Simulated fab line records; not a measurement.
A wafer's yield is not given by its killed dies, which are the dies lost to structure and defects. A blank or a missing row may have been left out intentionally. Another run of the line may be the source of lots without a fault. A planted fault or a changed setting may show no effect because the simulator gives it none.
Which tool was responsible?    flow gf180mcu    Sampling: 12 lots, 36 wafers, 3 of 602 route steps

## WHAT THE GAUGES READ, wafer by wafer
GF_V2_BOW_MEAS_05. Usual: for V2_BOW the level is 102 um and the standard deviation is 9.1.
lot   measured      on             V2_BOW (um)  flag
L806  day 19 04:41  film_metro-01  108 121 114  
L808  day 20 20:40  film_metro-02  89 101 93    
L810  day 21 03:19  film_metro-03  101 94 98    
L811  day 21 14:14  film_metro-02  114 97 112   
L812  day 21 15:50  film_metro-01  105 103 93   
L815  day 23 02:04  film_metro-01  98 110 98    
L819  day 24 00:41  film_metro-03  104 110 86   
L825  day 25 21:44  film_metro-02  123 111 111  
L826  day 26 08:56  film_metro-02  97 101 104   
L827  day 26 16:07  film_metro-02  105 100 93   
L828  day 26 19:30  film_metro-03  101 95 100   
L829  day 27 00:22  film_metro-02  106 111 107  

## WHICH TOOL RAN EACH LOT (tool, then ch and the chambers of the sampled wafers, then the start)
lot   GF_V1_ETCH_16                       GF_V1_CMP_26
L806  rie_diel-03 ch 0,1, day 18 01:05    cmp-01 ch 0,3, day 18 02:38
L808  rie_diel-01 ch 0,2,3, day 19 17:22  cmp-01 ch 0,1, day 19 18:34
L810  rie_diel-01 ch 0,1,2, day 20 00:25  cmp-01 ch 1,2,3, day 20 01:35
L811  rie_diel-02 ch 0,1,3, day 20 11:40  cmp-02 ch 0,2,3, day 20 12:46
L812  rie_diel-01 ch 0,1,3, day 20 12:58  cmp-02 ch 1,2,3, day 20 14:03
L815  rie_diel-01 ch 2,3, day 22 00:23    cmp-01 ch 2,3, day 22 01:29
L819  rie_diel-02 ch 1,2,3, day 22 22:49  cmp-01 ch 0,2,3, day 22 23:55
L825  rie_diel-03 ch 0,1,3, day 24 22:16  cmp-01 ch 1,2,3, day 24 23:29
L826  rie_diel-02 ch 0,2,3, day 25 09:37  cmp-01 ch 1,2, day 25 10:47
L827  rie_diel-03 ch 0,1,2, day 25 16:52  cmp-01 ch 1,2,3, day 25 17:55
L828  rie_diel-02 ch 0,1, day 25 19:40    cmp-01 ch 1,2, day 25 20:43
L829  rie_diel-02 ch 0,1, day 26 01:04    cmp-01 ch 1,3, day 26 02:10
- GF_V1_ETCH_16: etches BARC in N2/H2.
- GF_V1_CMP_26: polishes, stops on SiO2, t overpolish 15 s, target thk 0 nm.

## AS READ BY THE TOOLS THEMSELVES (means over the sampled wafers that have a number; for cases with no such wafer, the mark the record gives instead)
GF_V1_ETCH_16. Usual: drypump_motor_current_A 5.8 A, standard deviation 0.42; oes_product_au 0.854 a.u., standard deviation 0.0047; rf_fwd_power_W 495.7 W, standard deviation 1.8; throttle_valve_pct 13.224 %, standard deviation 0.01.
lot   tool         drypump_motor_current_A (A)  oes_product_au (a.u.)  rf_fwd_power_W (W)  throttle_valve_pct (%)  flag
L806  rie_diel-03  5.3                          0.857                  494.7               13.216                  
L808  rie_diel-01  5.9                          0.851                  496.7               13.220                  
L810  rie_diel-01  5.9                          0.854                  493.7               13.232                  
L811  rie_diel-02  5.8                          0.855                  497.1               13.225                  
L812  rie_diel-01  5.8                          0.850                  495.4               13.221                  
L815  rie_diel-01  5.6                          0.854                  496.4               13.217                  
L819  rie_diel-02  5.8                          0.858                  495.3               13.221                  
L825  rie_diel-03  5.7                          0.859                  496.5               13.221                  
L826  rie_diel-02  5.6                          0.855                  495.4               13.219                  
L827  rie_diel-03  5.6                          0.849                  496.6               13.220                  
L828  rie_diel-02  5.9                          0.852                  496.5               13.226                  
L829  rie_diel-02  5.7                          0.853                  495.1               13.228                  

GF_V1_CMP_26. Usual: motor_current_A 10.7 A, standard deviation 1.1; overpolish_run_s 14.998 s, standard deviation 0.0097; retaining_ring_pressure_frac 0.999, standard deviation 0.0044; time_to_endpoint_s 83 s, standard deviation 3.6.
lot   tool    motor_current_A (A)  overpolish_run_s (s)  retaining_ring_pressure_frac  time_to_endpoint_s (s)  flag
L806  cmp-01  10.2                 15.005                1.000                         92                      
L808  cmp-01  12.6                 15.005                0.999                         80                      
L810  cmp-01  10.8                 14.999                1.000                         82                      
L811  cmp-02  10.2                 15.001                1.002                         82                      
L812  cmp-02  10.8                 15.002                0.998                         83                      
L815  cmp-01  9.6                  15.001                0.998                         80                      
L819  cmp-01  10.2                 14.986                1.004                         83                      
L825  cmp-01  11.1                 15.000                0.998                         83                      
L826  cmp-01  10.5                 15.001                0.996                         80                      
L827  cmp-01  11.1                 15.006                0.999                         84                      
L828  cmp-01  10.6                 15.001                1.005                         80                      
L829  cmp-01  11.0                 14.988                1.002                         85                      

## THE ANSWER, worked out from the rows above alone
Rule: take the mean of a lot's wafers that have a number; if it is more than 3 standard deviations from the usual mean, the lot is off. Also off: a lot with no number at a reading for which 4 or more lots have one. Any other lot the step has rows for is counted as sound. Order of review: gauges by route order, followed by the tools' own readings, for which a lot's mean as printed above is used. At the first step where some lot is off, the reading lying furthest off is the one used; lots without a number count as furthest.
No lot is off at any reading shown: from this, nothing can be told.

## WHAT WAS PUT IN BY THE SIMULATOR
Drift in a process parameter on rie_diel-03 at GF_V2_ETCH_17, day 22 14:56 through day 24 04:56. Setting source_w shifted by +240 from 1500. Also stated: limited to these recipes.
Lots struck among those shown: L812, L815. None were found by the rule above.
